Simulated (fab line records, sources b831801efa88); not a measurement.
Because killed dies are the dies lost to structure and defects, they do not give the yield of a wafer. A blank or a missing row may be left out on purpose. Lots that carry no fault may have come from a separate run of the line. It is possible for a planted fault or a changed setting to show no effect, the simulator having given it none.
Matching of chambers    flow gf180mcu    4 sister chambers for GF_V1_CMP_26 on cmp-01
The step polishes, stops on SiO2, t overpolish 15 s, target thk 0 nm. 8 wafers are shown with their chamber, then 9 later ones without.

WAFERS PAIRED WITH THEIR CHAMBERS
wafer   chamber  motor-current-A (A)  time-to-endpoint-s (s)
L077.5  2        9.7                  83
L082.1  1        12.5                 89
L082.6  0        9.5                  87
L085.2  0        9.7                  85
L085.6  3        11.9                 88
L088.2  3        12.0                 84
L088.3  1        13.1                 88
L088.6  2        10.3                 88

WAFERS WITH NO CHAMBER GIVEN
wafer   motor-current-A (A)  time-to-endpoint-s (s)
L087.1  9.1                  86
L087.3  9.9                  87
L087.4  11.4                 91
L089.2  12.3                 85
L089.4  12.6                 85
L089.5  12.9                 83
L097.2  11.6                 86
L097.3  12.6                 86
L097.6  12.9                 86

THE CHAMBER EACH PASSED THROUGH
wafer   from the rows above      in truth
L087.1  can't be placed: 0 or 2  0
L087.3  can't be placed: 2 or 0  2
L087.4  can't be placed: 3 or 1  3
L089.2  can't be placed: 3 or 1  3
L089.4  can't be placed: 1 or 3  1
L089.5  can't be placed: 1 or 3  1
L097.2  3                        3
L097.3  can't be placed: 1 or 3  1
L097.6  can't be placed: 1 or 3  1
Correctly placed: 1 of 9. Unplaceable from these rows: 8, with the true chamber sitting among the candidates in 8. Placed wrongly: 0.
How it was worked out, from the rows above alone: a wafer's distance from a chamber is the root of the sum, over the readings, of the square of ((its reading less the chamber's mean) divided by the reading's scatter). The wafer belongs to the nearest chamber; if the next one is less than 2 further off, it can't be placed. The mean given for a chamber averages the wafers shown for that chamber. How the scatter is found: for the shown wafers, subtract from each reading the mean of its chamber, square and add these, divide the total by (wafers less chambers), then take the root.
